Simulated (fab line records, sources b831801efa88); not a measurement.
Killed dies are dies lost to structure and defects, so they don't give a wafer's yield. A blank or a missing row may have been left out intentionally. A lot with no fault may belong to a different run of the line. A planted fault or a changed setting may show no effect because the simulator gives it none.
The same fault as seen by 2 desks	flow sky130	only its own numbers are on each desk; what lay behind them is given at the end

## DESK OF THE TOOL OWNER: hdpcvd-02
The tool's own readings at SKY_VIA3_HDPCVD_00 (deposits SiO2, target thk 1635 nm, time 272.5 s): means of the sampled wafers that have a number, for each lot that ran on this tool. If a lot's mean is further than 4 standard deviations from the usual mean, the lot is out of limits and carries the mark OUT (the distance appears in the brackets).
Columns: A = runLengthS at SKY_VIA3_HDPCVD_00, usual 300.3 s
lot	first seen here	A
L324	day 38 06:09	300.2
L328	day 40 07:21	300.2
L329	day 40 08:04	299.5
L338	day 42 16:38	306.6 (+9.6) OUT
This desk's verdict: out of limits on L338, starting with L338 at day 42 16:38 (runLengthS at SKY_VIA3_HDPCVD_00). In limits: L324, L328, L329.

## FROM THE METROLOGY DESK
What the gauges read for every lot (on any tool): the sampled wafers with a number, averaged. If a lot's mean is further than 4 standard deviations from the usual mean, the lot is out of limits and carries the mark OUT (the distance appears in the brackets).
Columns: A = VIA3_HDPCVD_THK at SKY_VIA3_THK_MEAS_01, usual 1632 nm
lot	first seen here	A
L324	day 38 06:19	1608
L328	day 40 07:32	1622
L326	day 40 07:55	1628
L329	day 40 08:14	1625
L330	day 40 11:20	1635
L331	day 40 17:24	1649
L332	day 40 20:20	1639
L338	day 42 16:45	1668
L345	day 44 12:08	1629
L344	day 44 14:26	1637
L347	day 44 20:56	1632
This desk found nothing out of limits on any of the 11 lots.

## BROUGHT TOGETHER
At day 42 16:38, on L338, the tool owner's desk was in a position to raise an alarm.
Metrology desk: nothing out of limits seen.
The metrology desk has L338 on record, within its limits.
On hdpcvd-02, each named lot ran SKY_VIA3_HDPCVD_00.

## WHAT THE SIMULATOR PUT IN
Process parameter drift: hdpcvd-02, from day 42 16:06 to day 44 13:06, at SKY_VIA3_HDPCVD_00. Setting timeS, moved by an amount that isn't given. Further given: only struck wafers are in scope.
Lots struck among those shown: L338.
Each desk's first reading out of limits, in hours after the fault started: the tool owner's desk, 1.
